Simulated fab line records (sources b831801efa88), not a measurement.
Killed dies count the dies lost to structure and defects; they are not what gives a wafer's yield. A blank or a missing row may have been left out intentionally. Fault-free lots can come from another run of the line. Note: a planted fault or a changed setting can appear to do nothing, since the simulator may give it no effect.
2 desks, one fault	flow gf180mcu	numbers are kept per desk, each desk with only its own; the story behind them comes last

## THE TOOL OWNER'S DESK: pvd sputter-01
The tool's own readings at GF_M4_SPUTTER_00 (material Ti, target thk 37.5 nm, time 150 s): means of the sampled wafers that have a number, for each lot that ran on this tool. Any lot whose mean is over 4 standard deviations away from the usual mean is out of limits and marked OUT; that distance is given in the brackets.
Columns: A = chamber pressure pa at GF_M4_SPUTTER_00, usual 2.000 Pa; B = throttle valve pct at GF_M4_SPUTTER_00, usual 30.2 %
lot	first seen here	A	B
L810	day 23 09:59	2.000	30.4
L820	day 26 12:36	2.002	30.2
L825	day 28 03:02	1.999	30.4
Finding of this desk: none of the 3 lots has anything out of limits.

## METROLOGY DESK
Means of the sampled wafers that have a number, per lot and without regard to the tool the lot ran on: this is what the gauges read. Any lot whose mean is over 4 standard deviations away from the usual mean is out of limits and marked OUT; that distance is given in the brackets.
Columns: A = V3_OVL at GF_V3_OVL_MEAS_15, usual 1 nm; B = V3_W_RS at GF_V3_RS_MEAS_24, usual 0.327 ohm/sq; C = V3_W_THK at GF_V3_THK_MEAS_25, usual 360 nm
lot	first seen here	A	B	C
L810	day 23 08:36	-7	0.332	362
L811	day 23 19:39	-7	0.326	368
L820	day 26 11:13	3	0.329	353
L822	day 27 05:10	-4	0.322	364
L825	day 28 01:37	0	0.326	360
L827	day 28 13:33	7	0.327	358
Finding of this desk: none of the 6 lots has anything out of limits.

## BROUGHT TOGETHER
The tool owner's desk saw nothing out of limits.
Metrology desk: nothing out of limits seen.

## WHAT THE SIMULATOR PUT IN
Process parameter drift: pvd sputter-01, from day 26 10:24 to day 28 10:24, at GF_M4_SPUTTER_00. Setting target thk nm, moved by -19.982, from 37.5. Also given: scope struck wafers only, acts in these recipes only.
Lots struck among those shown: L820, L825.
